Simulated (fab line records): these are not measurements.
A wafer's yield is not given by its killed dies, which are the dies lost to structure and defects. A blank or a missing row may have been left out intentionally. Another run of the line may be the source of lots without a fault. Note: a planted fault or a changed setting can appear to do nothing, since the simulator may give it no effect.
Which of the tools did it? | flow gf180mcu | 6 lots, 18 wafers sampled, at 2 steps of a route of 602

== WHAT EACH GAUGE READ, for each wafer ==
GF_V5_RS_MEAS_24: a four-point-probe measurement.
lot  | measured     | on            | V5_W_RS (ohm/sq)
L958 | day 27 17:29 | film-metro-04 | 0.332 0.326 0.327
L961 | day 29 09:17 | film-metro-04 | 0.331 0.328 0.333
L965 | day 30 08:27 | film-metro-04 | 0.330 0.331 0.330
L974 | day 32 13:57 | film-metro-02 | 0.328 0.333 0.326
L976 | day 33 06:27 | film-metro-02 | 0.331 0.332 0.330
L977 | day 33 13:19 | film-metro-04 | 0.329 0.327 0.330

== WHICH TOOL RAN EACH LOT (tool, then ch and the chambers of the sampled wafers, then the start) ==
lot  | GF_V5_SPUTTER_21
L958 | pvd-sputter-01, day 27 17:15
L961 | pvd-sputter-01, day 29 09:04
L965 | pvd-sputter-01, day 30 08:11
L974 | pvd-sputter-01, day 32 13:43
L976 | pvd-sputter-04, day 33 06:13
L977 | pvd-sputter-04, day 33 13:07
- GF_V5_SPUTTER_21: material Ti, target thk 15 nm, time 80.02 s.

== THE ANSWER, worked out from the rows above alone ==
Rule: usual is defined by the lots themselves. Put in order of their means at a reading, lots are off if they are a third of the lots or fewer, leave a main group of 4 or more, and stand apart from it by a gap of 3 or more times the standard deviation of the main group's means; of several such gaps the widest counts. A main group whose means are all the same, to the digits that the tables above print for the reading, isn't used. Also off: a lot with no number at a reading for which 4 or more lots have one. All remaining lots with rows at the step are treated as sound.
Nothing can be told from this: no lot is off at any reading shown.

== WHAT THE SIMULATOR PUT IN ==
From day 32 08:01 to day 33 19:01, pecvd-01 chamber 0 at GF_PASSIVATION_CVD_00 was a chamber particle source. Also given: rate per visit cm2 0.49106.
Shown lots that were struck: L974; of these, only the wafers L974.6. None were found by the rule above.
